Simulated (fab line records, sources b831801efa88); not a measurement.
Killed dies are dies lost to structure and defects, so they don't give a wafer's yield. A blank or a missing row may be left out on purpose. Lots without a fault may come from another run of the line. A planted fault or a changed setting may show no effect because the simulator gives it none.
Tool commonality check | flow gf180mcu | 13 lots, 39 wafers sampled

WHY IT WAS OPENED
At GF_HV_LDD_TW_MEAS_38 the reading HV_LDD_3_TW is flagged on 2 of 13 lots. Wafers without a fault read 1438, standard deviation 9.
Rule: a lot is flagged when every wafer of it that has a number lies more than 4 standard deviations from that mean, or none has a number. The other lots count as sound.

lot  | measured     | on            | HV_LDD_3_TW, wafer by wafer | flag
L678 | day 11 20:42 | film_metro-02 | 1447 1448 1450              |
L679 | day 12 07:17 | film_metro-01 | 1424 1418 1416              |
L681 | day 12 21:53 | film_metro-01 | 1415 1419 1424              |
L682 | day 13 08:26 | film_metro-01 | 1414 1424 1426              |
L683 | day 13 14:44 | film_metro-02 | 1429 1434 1432              |
L684 | day 14 02:17 | film_metro-03 | 1451 1437 1445              |
L685 | day 14 09:29 | film_metro-03 | 1546 1549 1550              | FLAGGED
L695 | day 17 11:41 | film_metro-03 | 1553 1548 1552              | FLAGGED
L696 | day 17 17:00 | film_metro-02 | 1436 1436 1442              |
L697 | day 18 04:58 | film_metro-03 | 1435 1442 1442              |
L698 | day 18 10:46 | film_metro-03 | 1440 1441 1447              |
L699 | day 18 21:56 | film_metro-03 | 1437 1434 1436              |
L700 | day 19 02:04 | film_metro-03 | 1441 1439 1444              |
The numbers of the flagged lots are 1550 on average: +112 against the usual, or +12 standard deviations.

WHICH TOOL RAN EACH LOT
The record holds 1 process step before the reading, out of a route of 602 steps. In each cell: the tool, then ch and the chambers that the sampled wafers went through, then the start.
lot  | flag    | GF_HV_LDD_IMPLANT_34
L678 |         | implanter-04 ch 0, day 11 20:09
L679 |         | implanter-01 ch 0, day 12 06:45
L681 |         | implanter-01 ch 0, day 12 21:22
L682 |         | implanter-01 ch 0, day 13 07:55
L683 |         | implanter-02 ch 0, day 13 14:12
L684 |         | implanter-01 ch 0, day 14 01:45
L685 | FLAGGED | implanter-04 ch 0, day 14 08:36
L695 | FLAGGED | implanter-01 ch 0, day 17 10:45
L696 |         | implanter-04 ch 0, day 17 16:28
L697 |         | implanter-01 ch 0, day 18 04:25
L698 |         | implanter-01 ch 0, day 18 10:14
L699 |         | implanter-04 ch 0, day 18 21:23
L700 |         | implanter-02 ch 0, day 19 01:28
What these steps do:
- GF_HV_LDD_IMPLANT_34
- GF_HV_LDD_TW_MEAS_38

FLAGGED OVER TOTAL, TOOL BY TOOL (the gauges that took the reading come last)
step                 | tool          | lots run | flagged | share of the flagged lots | sound lots run after its first flagged lot
GF_HV_LDD_IMPLANT_34 | implanter-01  | 7        | 1       | some                      | 2 (L697,L698)
GF_HV_LDD_IMPLANT_34 | implanter-02  | 2        | 0       | none                      | -
GF_HV_LDD_IMPLANT_34 | implanter-04  | 4        | 1       | some                      | 2 (L696,L699)
GF_HV_LDD_TW_MEAS_38 | film_metro-01 | 3        | 0       | none                      | -
GF_HV_LDD_TW_MEAS_38 | film_metro-02 | 3        | 0       | none                      | -
GF_HV_LDD_TW_MEAS_38 | film_metro-03 | 7        | 2       | all                       | 4 (L697,L698,L699,L700)

WHAT THE TABLE ALLOWS
1 row of the table ran every flagged lot: film_metro-03 at GF_HV_LDD_TW_MEAS_38.
- film_metro-03 at GF_HV_LDD_TW_MEAS_38: 2 of its 7 lots flagged. Sound lots ran on it after the first flagged one (L697, L698, L699, L700), which a lasting fault on the whole tool wouldn't allow.
No row of the table ran every flagged lot and no sound lot after the first.

WHAT THE SIMULATOR HAD PUT IN
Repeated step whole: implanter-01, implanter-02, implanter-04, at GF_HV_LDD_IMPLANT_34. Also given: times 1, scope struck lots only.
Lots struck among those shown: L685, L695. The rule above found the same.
